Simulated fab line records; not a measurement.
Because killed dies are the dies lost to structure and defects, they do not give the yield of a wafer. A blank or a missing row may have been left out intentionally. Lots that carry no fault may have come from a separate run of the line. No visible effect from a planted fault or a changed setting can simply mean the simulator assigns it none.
2 desks looking at one fault || flow sky130 || what lay behind the numbers comes last; until then each desk has only its own

== TOOL OWNER'S DESK, litho_track-04 ==
The tool's own readings at SKY_POLY_GATE_DEVELOP_12 (develop time 60 s): means of the sampled wafers that have a number, for each lot that ran on this tool. Marked OUT: a lot whose mean sits more than 4 standard deviations from the usual mean, which makes it out of limits; the brackets give that distance.
Columns: A = chill_plate_temp_C at SKY_POLY_GATE_DEVELOP_12, usual 23.01 C
{"lot": "L858", "first seen here": "day 22 06:00", "A": 22.92}
{"lot": "L862", "first seen here": "day 23 05:00", "A": 23.06}
{"lot": "L863", "first seen here": "day 23 14:00", "A": 23.31}
{"lot": "L864", "first seen here": "day 23 23:00", "A": 23.06}
{"lot": "L866", "first seen here": "day 24 12:00", "A": 23.01}
This desk's verdict: no lot among the 5 shows anything out of limits.

== AT THE METROLOGY DESK ==
What the gauges read for every lot (on any tool): the sampled wafers with a number, averaged. Marked OUT: a lot whose mean sits more than 4 standard deviations from the usual mean, which makes it out of limits; the brackets give that distance.
Columns: A = PWDE_OVL at SKY_PWDE_OVL_MEAS_07, usual 0.1 nm; B = cd_nm at SKY_POLY_GATE_CD_MEAS_22, usual 150.1 nm
{"lot": "L843", "first seen here": "day 3 21:30", "A": 0.2, "B": 150.5}
{"lot": "L845", "first seen here": "day 4 07:02", "A": -1.8, "B": 148.3}
{"lot": "L846", "first seen here": "day 4 12:08", "A": -0.4, "B": 150.4}
{"lot": "L847", "first seen here": "day 4 18:53", "A": -1.4, "B": 150.5}
{"lot": "L852", "first seen here": "day 6 03:25", "A": 0.8, "B": 148.7}
{"lot": "L853", "first seen here": "day 6 10:43", "A": 1.2, "B": "-"}
{"lot": "L854", "first seen here": "day 6 15:11", "A": -0.3, "B": "-"}
{"lot": "L855", "first seen here": "day 6 15:53", "A": 0.3, "B": "-"}
{"lot": "L858", "first seen here": "day 7 15:55", "A": -0.7, "B": 144.7}
{"lot": "L861", "first seen here": "day 8 03:53", "A": 0.1, "B": 151.7}
{"lot": "L862", "first seen here": "day 8 08:00", "A": 1.5, "B": 151.1}
{"lot": "L863", "first seen here": "day 8 12:10", "A": 0.4, "B": 153.6}
{"lot": "L864", "first seen here": "day 8 19:07", "A": -0.9, "B": 148.6}
{"lot": "L865", "first seen here": "day 8 23:11", "A": 1.0, "B": 149.0}
{"lot": "L866", "first seen here": "day 9 09:02", "A": -1.6, "B": 150.6}
This desk's verdict: no lot among the 15 shows anything out of limits.

== ALL TOGETHER ==
The tool owner's desk saw nothing out of limits.
At the metrology desk, nothing out of limits was observed.

== WHAT HAD BEEN PUT IN BY THE SIMULATOR ==
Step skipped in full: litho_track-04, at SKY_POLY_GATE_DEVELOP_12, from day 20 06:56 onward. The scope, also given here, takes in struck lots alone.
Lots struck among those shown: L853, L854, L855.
